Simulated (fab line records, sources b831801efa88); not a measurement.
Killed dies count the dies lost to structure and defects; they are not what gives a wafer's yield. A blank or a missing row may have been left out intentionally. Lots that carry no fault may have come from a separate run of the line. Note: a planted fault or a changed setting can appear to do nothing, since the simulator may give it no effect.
One fault seen from 2 desks :: flow sky130 :: what lay behind the numbers comes last; until then each desk has only its own

## AT THE TOOL OWNER'S DESK: pvd-sputter-01
The tool's own readings at SKY_METAL1_SPUTTER_02 (material AlCu, target thk 250 nm, time 13.3 s): means of the sampled wafers that have a number, for each lot that ran on this tool. Marked OUT: a lot whose mean sits more than 4 standard deviations from the usual mean, which makes it out of limits; the brackets give that distance.
Columns: A = cathode-dc-power-W at SKY_METAL1_SPUTTER_02, usual 10600 W; B = throttle-valve-pct at SKY_METAL1_SPUTTER_02, usual 30.4 %
lot: L643
first seen here: day 31 17:28
A: 10600
B: 29.7

lot: L645
first seen here: day 32 02:35
A: 10601
B: 29.5

lot: L653
first seen here: day 35 14:22
A: 10598
B: 29.6

lot: L656
first seen here: day 36 07:58
A: 10600
B: 29.8

lot: L659
first seen here: day 36 14:34
A: 10600
B: 29.4
Result from this desk: across the 5 lots, nothing is out of limits.

## AT THE METROLOGY DESK
What the gauges read for every lot (on any tool): the sampled wafers with a number, averaged. Marked OUT: a lot whose mean sits more than 4 standard deviations from the usual mean, which makes it out of limits; the brackets give that distance.
Columns: A = CONTACT_W_RS at SKY_CONTACT_RS_MEAS_25, usual 0.340 ohm/sq; B = CONTACT_W_THK at SKY_CONTACT_THK_MEAS_26, usual 346 nm; C = METAL1_ALCU_RS at SKY_METAL1_RS_MEAS_05, usual 0.1273 ohm/sq; D = METAL1_ALCU_THK at SKY_METAL1_THK_MEAS_06, usual 252 nm
lot: L643
first seen here: day 31 16:59
A: 0.343
B: 345
C: 0.1253
D: 257

lot: L645
first seen here: day 32 02:04
A: 0.339
B: 343
C: 0.1282
D: 251

lot: L647
first seen here: day 33 05:13
A: 0.341
B: 347
C: 0.1280
D: 252

lot: L649
first seen here: day 34 04:55
A: 0.337
B: 346
C: 0.1285
D: 247

lot: L653
first seen here: day 35 13:50
A: 0.345
B: 345
C: 0.1268
D: 253

lot: L656
first seen here: day 36 07:28
A: 0.342
B: 346
C: 0.1610 (+19) OUT
D: 202 (-13) OUT

lot: L659
first seen here: day 36 14:02
A: 0.336
B: 353
C: 0.1610 (+19) OUT
D: 200 (-14) OUT

lot: L661
first seen here: day 37 09:58
A: 0.335
B: 347
C: 0.1244
D: 257

lot: L664
first seen here: day 38 09:04
A: 0.339
B: 350
C: 0.1284
D: 250

lot: L665
first seen here: day 39 03:52
A: 0.336
B: 350
C: 0.1284
D: 249
This desk reports L656, L659 out of limits; the earliest was L656 at day 36 08:05 (METAL1_ALCU_RS at SKY_METAL1_RS_MEAS_05). L643, L645, L647, L649, L653, L661, L664, L665: within limits.

## TAKEN TOGETHER
At day 36 08:05 the metrology desk could have sounded an alarm, on L656, L659.
The tool owner's desk saw nothing out of limits.
On record at the tool owner's desk: L656, L659, within its limits.
Of the lots named, all ran SKY_METAL1_SPUTTER_02 on pvd-sputter-01.

## WHAT THE SIMULATOR HAD PUT IN
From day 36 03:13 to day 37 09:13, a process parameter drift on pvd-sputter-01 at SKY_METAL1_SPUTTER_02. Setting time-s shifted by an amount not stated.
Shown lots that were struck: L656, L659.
Time in hours between the start of the fault and the first out-of-limits reading at each desk: metrology desk, 5.
